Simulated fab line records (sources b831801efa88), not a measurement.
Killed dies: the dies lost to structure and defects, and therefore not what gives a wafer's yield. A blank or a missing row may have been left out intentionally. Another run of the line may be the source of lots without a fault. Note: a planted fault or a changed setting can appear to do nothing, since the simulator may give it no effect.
Problem report, 8D (eight disciplines) form, completed by code / flow sfq line / the parts of the form that need people (team, actions taken, sign-off) are left out

1. WHAT IS WRONG
Wafers free of any fault read 0 nm (standard deviation 5.3) for M3_OVL at SFQ_M3_OVL_MEAS_921, against a mean of 54 nm on 6 wafers of 2 lots. That puts it +10 standard deviations away from the usual mean.
First seen on wafer L169.1, day 33 12:04, on overlay-01. At this step, 39 wafers from 13 lots have a number in the record. Rule for "out", or "out of limits": more than 4 standard deviations from the usual mean. The other wafers with a number count as sound.

2. WHAT IT IS, AND WHAT IT ISN'T
question=which readings at this step | is=M3_OVL | is not=-
question=which lots | is=L169, L170 | is not=L159, L160, L161, L162, L163, L166, L178, L179, L180, L181, L182
question=which wafers of those lots | is=all that have a number | is not=-
question=read on which gauges | is=overlay-01 | is not=overlay-02
question=when | is=from day 33 12:04 | is not=up to then (18 sound wafers); but 15 sound wafers of L178, L179, L180, L181, L182 came after

3. WHAT RULES OUT EACH SUSPECT
Counting: a tool at a process step up to the reading stays a suspect if it ran every lot that is out and no sound lot after the first of them.
- the gauge at SFQ_M3_OVL_MEAS_921: kept. All the wafers that are out were read on overlay-01, and no step on other tools shows them out.
- krf scanner-01 at SFQ_TRILAYER_M3_LITHO_EXPOSE_076 (exposes mask M3, target cd 500 nm): kept. It ran every lot that is out, first L169 (day 33 10:34), and no sound lot after that.
Remaining after the count are krf scanner-01 at SFQ_TRILAYER_M3_LITHO_EXPOSE_076 and overlay-01 at SFQ_M3_OVL_MEAS_921.

4. THE CAUSE (what the simulator had put in)
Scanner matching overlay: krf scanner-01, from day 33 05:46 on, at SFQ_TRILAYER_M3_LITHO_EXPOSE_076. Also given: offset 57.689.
Counting leaves 2 suspects; this tool is one of them.

5. THE CHAIN OF EFFECTS, in route order
Each row: a reading where the mean over the struck wafers with a number is more than 3 standard deviations away from the usual. Only readings whose record carries a usual standard deviation are examined. hours: median over the lots of the time between each lot's start at the first step of this table that gives one and its start at this step. sigmas: the change, counted in usual standard deviations.
hours=0; step=SFQ_M3_OVL_MEAS_921; reading=M3_OVL; usual=0 nm; on struck wafers=54; change=+54; sigmas=+10

6. HOW IT WOULD HAVE BEEN CAUGHT EARLIER
6 hours passed between the start of the fault at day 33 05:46 and the first reading out of limits at a measuring or inspecting step in this record, taken at day 33 12:04.
L170, from the lots that are out (2), started SFQ_TRILAYER_M3_LITHO_EXPOSE_076 on krf scanner-01 later than day 33 12:04. A tool hold placed at that time would have kept it from harm.
